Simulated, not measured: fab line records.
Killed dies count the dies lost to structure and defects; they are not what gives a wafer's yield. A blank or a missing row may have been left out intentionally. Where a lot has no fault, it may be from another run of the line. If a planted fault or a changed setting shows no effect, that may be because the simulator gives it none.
A lot that was struck, set against a sound lot || flow gf180mcu || 18 steps out of a route of 602
Sound: these wafers, L637.1, L637.3, L637.4. The struck wafers were L649.2, L649.3, L649.6. The cause comes at the end.
For every step that has rows: the tool of each side, followed by ch and its chambers, followed by its first start. Under that, the readings that differ: sound wafers || struck wafers || difference of the means || sigmas: that difference in standard deviations of wafers without a fault.
alike: a reading whose means differ by less than 2 such deviations, as well as words and numbers matching on both sides. not compared: withheld readings; readings where some wafer has no value; bounds like >300 that might hide an equal value; numbers whose values overlap and for which the record gives no deviation.
The two part at a step that has a row with sigmas, a row that says differs or no value, or rows on one side only. Non-overlapping numbers with no deviation appear without sigmas and do not part them. A reading that every wafer of one side lacks parts them only if that side has two wafers or more.

GF_HV_LDD_CD_MEAS_31: target cd 400 nm.
  sound: cd-sem-01 at day 12 13:09; struck: cd-sem-01 at day 16 09:19
{"reading": "cd-nm (nm)", "sound": "399.3 395.3 394.2", "struck": "403.1 400.7 400.6", "difference": "+5.2", "sigmas": "+2"}
GF_HV_LDD_OVL_MEAS_32:
  sound: overlay-02 at day 12 13:16; struck: overlay-01 at day 16 09:25
  alike: HV_LDD_02_OVL
then, 4 steps without rows for these wafers: GF_HV_LDD_IMPLANT_33; GF_HV_LDD_IMPLANT_34; GF_HV_LDD_IMPLANT_35; GF_HV_LDD_IMPLANT_36.
GF_HV_LDD_STRIP_37: strips in O2/N2.
  sound on plasma-asher-01 ch 0,1, day 12 13:55; struck on plasma-asher-01 ch 0,1, day 16 10:02
  alike: drypump-motor-current-A, heater-power-w, oes-product-au, strip-time-to-endpoint-s
  not compared: rf-hours-counter-h
GF_HV_LDD_TW_MEAS_38:
  sound: film-metro-03 at day 12 14:01; struck: film-metro-04 at day 16 10:09
  alike: HV_LDD_3_TW
then, 4 steps without rows for these wafers: GF_HV_LDD_DEHYDRATE_39 (time 60 s); GF_HV_LDD_HMDS_40 (prime time 60 s); GF_HV_LDD_COAT_41 (resist thk 1000 nm); GF_HV_LDD_SOFTBAKE_42 (time 60 s).
GF_HV_LDD_EXPOSE_43: exposes mask Pplus HV AREA, target cd 400 nm.
  sound on iline-stepper-02 ch 0, day 12 23:56; struck on iline-stepper-01 ch 0, day 16 21:57
{"reading": "exposure-dose-mJ-cm2", "sound": "139.97 139.95 139.82", "struck": "149.32 149.22 149.27", "difference": "+9.36", "sigmas": "+78"}
  alike: mask
then, 2 steps without rows for these wafers: GF_HV_LDD_PEB_44; GF_HV_LDD_DEVELOP_45 (develop time 60 s).
GF_HV_LDD_CD_MEAS_46: target cd 400 nm.
  sound: cd-sem-02 at day 13 09:23; struck: cd-sem-02 at day 17 08:52
{"reading": "cd-nm (nm)", "sound": "404.2 405.4 403.8", "struck": "416.5 415.1 418.3", "difference": "+12.2", "sigmas": "+5"}
GF_HV_LDD_OVL_MEAS_47:
  sound: overlay-02 at day 13 09:31; struck: overlay-02 at day 17 08:58
  alike: HV_LDD_03_OVL
then, 1 step without rows for these wafers: GF_PASSIVATION_PROBE_99.

## WHERE THEY PART
Last at GF_HV_LDD_CD_MEAS_46 as far as this record goes, first at GF_HV_LDD_CD_MEAS_31. Later steps at which nothing parts them and some readings are alike: GF_HV_LDD_OVL_MEAS_47.

WHY: what the simulator had put in
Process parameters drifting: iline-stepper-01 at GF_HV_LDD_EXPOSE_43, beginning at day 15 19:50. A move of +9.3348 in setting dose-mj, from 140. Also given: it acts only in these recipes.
